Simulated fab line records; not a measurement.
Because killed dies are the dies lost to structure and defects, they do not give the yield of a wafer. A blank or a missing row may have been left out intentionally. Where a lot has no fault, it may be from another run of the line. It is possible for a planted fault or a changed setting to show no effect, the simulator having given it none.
One fault through the eyes of 2 desks :: flow gf180mcu :: every desk sees just its own numbers, and what lay behind them comes last

== THE METROLOGY DESK ==
What the gauges read for every lot (on any tool): the sampled wafers with a number, averaged. Marked OUT: a lot whose mean sits more than 4 standard deviations from the usual mean, which makes it out of limits; the brackets give that distance.
Columns: A = cdNm at GF_PSD_CD_MEAS_07, usual 399.6 nm; B = SALICIDE_TIN_RS at GF_SALICIDE_RS_MEAS_04, usual 16.29 ohm/sq; C = M3_ALCU_THK at GF_M3_THK_MEAS_06, usual 454 nm
lot: L518
first seen here: day 14 12:02
A: 398.7
B: 16.50
C: 452

lot: L520
first seen here: day 15 05:26
A: 399.6
B: 16.15
C: 460

lot: L521
first seen here: day 15 09:56
A: 397.5
B: 16.43
C: 458

lot: L522
first seen here: day 15 23:48
A: 401.4
B: 16.09
C: 455

lot: L523
first seen here: day 16 08:52
A: 400.0
B: 16.34
C: 459

lot: L524
first seen here: day 16 17:31
A: 401.0
B: 16.32
C: 453

lot: L525
first seen here: day 17 03:50
A: 396.4
B: 16.83
C: 446

lot: L526
first seen here: day 17 14:18
A: 399.3
B: 16.60
C: 451

lot: L527
first seen here: day 17 22:46
A: 398.1
B: 16.03
C: 453

lot: L531
first seen here: day 18 22:40
A: 402.0
B: 16.34
C: 449

lot: L535
first seen here: day 20 17:17
A: 396.7
B: 19.84 (+13) OUT
C: 449

lot: L539
first seen here: day 21 23:59
A: 401.3
B: 16.18
C: 455

lot: L540
first seen here: day 22 04:40
A: 400.0
B: 16.23
C: 459
This desk's finding: out of limits on L535; first on L535, day 21 18:46 (SALICIDE_TIN_RS at GF_SALICIDE_RS_MEAS_04). Within limits: L518, L520, L521, L522, L523, L524, L525, L526, L527, L531, L539, L540.

== AT THE TOOL OWNER'S DESK: pvdSputter-02 ==
The tool's own readings at GF_SALICIDE_SPUTTER_02 (material Co, target thk 10 nm, time 20 s): means of the sampled wafers that have a number, for each lot that ran on this tool. Marked OUT: a lot whose mean sits more than 4 standard deviations from the usual mean, which makes it out of limits; the brackets give that distance.
Columns: A = throttleValvePct at GF_SALICIDE_SPUTTER_02, usual 29.5 %
lot: L518
first seen here: day 15 09:55
A: 29.8

lot: L520
first seen here: day 16 04:34
A: 29.7

lot: L523
first seen here: day 17 08:30
A: 29.3

lot: L524
first seen here: day 17 17:59
A: 29.9

lot: L526
first seen here: day 18 14:40
A: 28.4

lot: L531
first seen here: day 20 00:05
A: 29.7

lot: L535
first seen here: day 21 18:43
A: 29.8
This desk's verdict: no lot among the 7 shows anything out of limits.

== BROUGHT TOGETHER ==
At day 21 18:46 the metrology desk could have sounded an alarm, on L535.
The tool owner's desk saw nothing out of limits.
Tool owner's desk: L535 on record, inside its limits.
All the named lots went through GF_SALICIDE_SPUTTER_02 on pvdSputter-02.

== WHAT THE SIMULATOR PUT IN ==
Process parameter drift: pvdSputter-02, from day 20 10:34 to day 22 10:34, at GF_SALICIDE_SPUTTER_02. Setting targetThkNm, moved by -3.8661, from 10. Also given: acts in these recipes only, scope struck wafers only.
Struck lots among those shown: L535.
Per desk, hours elapsed from the start of the fault to the first reading out of limits: for the metrology desk, 32.
